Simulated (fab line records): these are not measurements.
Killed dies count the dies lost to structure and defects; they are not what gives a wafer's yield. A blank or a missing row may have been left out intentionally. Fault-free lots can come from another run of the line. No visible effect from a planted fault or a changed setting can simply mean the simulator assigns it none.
Which tool is to blame? | flow gf180mcu | 14 lots with 42 wafers sampled at 3 steps, on a route of 602 steps

== WHAT EACH GAUGE READ, for each wafer ==
GF_VT_IMPLANT_OVL_MEAS_29. Usual: VT_IMPLANT_02_OVL gives -0.2 nm (standard deviation 1.3).
lot  | measured     | on         | VT_IMPLANT_02_OVL (nm) | flag
L517 | day 6 22:45  | overlay-01 | -0.8 0.5 -1.4          | 
L519 | day 7 16:21  | overlay-02 | -1.8 -0.1 -0.9         | 
L521 | day 8 01:24  | overlay-01 | 0.8 1.3 1.4            | 
L524 | day 9 00:08  | overlay-01 | 1.2 0.0 -1.3           | 
L526 | day 9 05:07  | overlay-01 | -0.3 -1.0 -0.8         | 
L527 | day 9 20:08  | overlay-02 | -4.3 -2.1 -1.8         | 
L528 | day 9 21:34  | overlay-01 | 0.8 2.0 0.1            | 
L532 | day 11 00:34 | overlay-01 | -0.9 -1.6 -0.7         | 
L534 | day 11 10:47 | overlay-01 | 0.0 -0.5 0.8           | 
L535 | day 11 17:08 | overlay-01 | 0.4 -1.6 -1.0          | 
L537 | day 12 06:17 | overlay-01 | 0.9 0.3 -0.4           | 
L538 | day 12 14:30 | overlay-02 | 0.6 1.8 0.1            | 
L539 | day 12 22:29 | overlay-02 | -0.8 0.0 -1.3          | 
L540 | day 13 03:24 | overlay-02 | -1.5 -2.1 -1.5         | 

GF_DUAL_GATE_THK_MEAS_03. Usual: DUAL_GATE_OXIDATION_00_THK gives 10.85 nm (standard deviation 0.2).
lot  | measured     | on           | DUAL_GATE_OXIDATION_00_THK (nm) | flag
L517 | day 7 17:19  | filmMetro-02 | 10.70 10.82 10.69               | 
L519 | day 8 11:56  | filmMetro-02 | 10.78 10.66 10.74               | 
L521 | day 8 20:52  | filmMetro-02 | 10.93 11.03 10.96               | 
L524 | day 9 22:02  | filmMetro-04 | 11.13 10.66 10.93               | 
L526 | day 10 01:29 | filmMetro-02 | 11.09 10.88 10.99               | 
L527 | day 10 16:25 | filmMetro-01 | 10.42 10.70 10.57               | 
L528 | day 10 19:20 | filmMetro-04 | 10.86 10.94 10.83               | 
L532 | day 11 23:17 | filmMetro-01 | 11.23 11.25 11.30               | 
L534 | day 12 07:53 | filmMetro-01 | 10.43 10.55 10.37               | 
L535 | day 12 14:55 | filmMetro-01 | 10.59 10.48 10.47               | 
L537 | day 13 06:41 | filmMetro-04 | 11.01 11.01 11.13               | 
L538 | day 13 13:26 | filmMetro-04 | 10.65 10.64 10.81               | 
L539 | day 13 21:28 | filmMetro-02 | 11.10 10.97 11.20               | 
L540 | day 14 01:47 | filmMetro-04 | 10.65 10.90 10.92               | 

== EACH LOT AND THE TOOL THAT RAN IT (in order: tool; ch and the chambers of the sampled wafers; start) ==
lot  | GF_VT_IMPLANT_STRIP_31
L517 | plasmaAsher-03 ch 0,1, day 6 22:56
L519 | plasmaAsher-01 ch 0,1, day 7 16:34
L521 | plasmaAsher-03 ch 0,1, day 8 01:35
L524 | plasmaAsher-01 ch 0,1, day 9 00:20
L526 | plasmaAsher-02 ch 0,1, day 9 05:19
L527 | plasmaAsher-03 ch 1, day 9 20:19
L528 | plasmaAsher-02 ch 0, day 9 21:44
L532 | plasmaAsher-03 ch 0,1, day 11 00:44
L534 | plasmaAsher-01 ch 0,1, day 11 10:58
L535 | plasmaAsher-01 ch 0,1, day 11 17:19
L537 | plasmaAsher-03 ch 0,1, day 12 06:28
L538 | plasmaAsher-03 ch 0,1, day 12 14:41
L539 | plasmaAsher-03 ch 0,1, day 12 22:40
L540 | plasmaAsher-01 ch 0,1, day 13 03:35
- GF_VT_IMPLANT_STRIP_31: strips in O2/N2.

== WHAT THE TOOLS THEMSELVES READ (means of the sampled wafers that have a number; where no wafer has one, the mark that the record gives instead) ==
GF_VT_IMPLANT_STRIP_31. Usual: drypumpMotorCurrentA 5.5 A, standard deviation 0.35; heaterPowerW 350 W, standard deviation 31; oesProductAu 0.716 a.u., standard deviation 0.0044; stripTimeToEndpointS 12.66 s, standard deviation 0.035.
lot  | tool           | drypumpMotorCurrentA (A) | heaterPowerW (W) | oesProductAu (a.u.) | stripTimeToEndpointS (s) | flag
L517 | plasmaAsher-03 | 5.6                      | 363              | 0.717               | 12.61                    | 
L519 | plasmaAsher-01 | 5.5                      | 363              | 0.712               | 12.67                    | 
L521 | plasmaAsher-03 | 5.7                      | 366              | 0.715               | 12.67                    | 
L524 | plasmaAsher-01 | 5.5                      | 362              | 0.714               | 12.67                    | 
L526 | plasmaAsher-02 | 5.8                      | 319              | 0.719               | 12.65                    | 
L527 | plasmaAsher-03 | 5.9                      | 356              | 0.712               | 12.64                    | 
L528 | plasmaAsher-02 | 6.3                      | 317              | 0.714               | 12.69                    | 
L532 | plasmaAsher-03 | 5.6                      | 357              | 0.718               | 12.60                    | 
L534 | plasmaAsher-01 | 5.5                      | 369              | 0.714               | 12.71                    | 
L535 | plasmaAsher-01 | 5.4                      | 340              | 0.723               | 12.65                    | 
L537 | plasmaAsher-03 | 5.6                      | 360              | 0.717               | 12.67                    | 
L538 | plasmaAsher-03 | 5.7                      | 360              | 0.714               | 12.65                    | 
L539 | plasmaAsher-03 | 5.7                      | 362              | 0.714               | 12.66                    | 
L540 | plasmaAsher-01 | 5.5                      | 372              | 0.715               | 12.65                    | 

== THE ANSWER, worked out from the rows above alone ==
Rule: a lot is off if the mean of its wafers that have a number lies more than 3 standard deviations from the usual mean. Also off: a lot with no number at a reading for which 4 or more lots have one. Where the step has rows for the other lots, those lots are counted as sound. The gauges are gone through in route order, then the tools' own readings, and for those a lot's mean is taken as printed above. The first step at which some lot is off is used, and at that step the reading that is off furthest; a lot without a number counts as furthest.
No lot is off at any reading shown: from this, nothing can be told.

== WHAT THE SIMULATOR HAD PUT IN ==
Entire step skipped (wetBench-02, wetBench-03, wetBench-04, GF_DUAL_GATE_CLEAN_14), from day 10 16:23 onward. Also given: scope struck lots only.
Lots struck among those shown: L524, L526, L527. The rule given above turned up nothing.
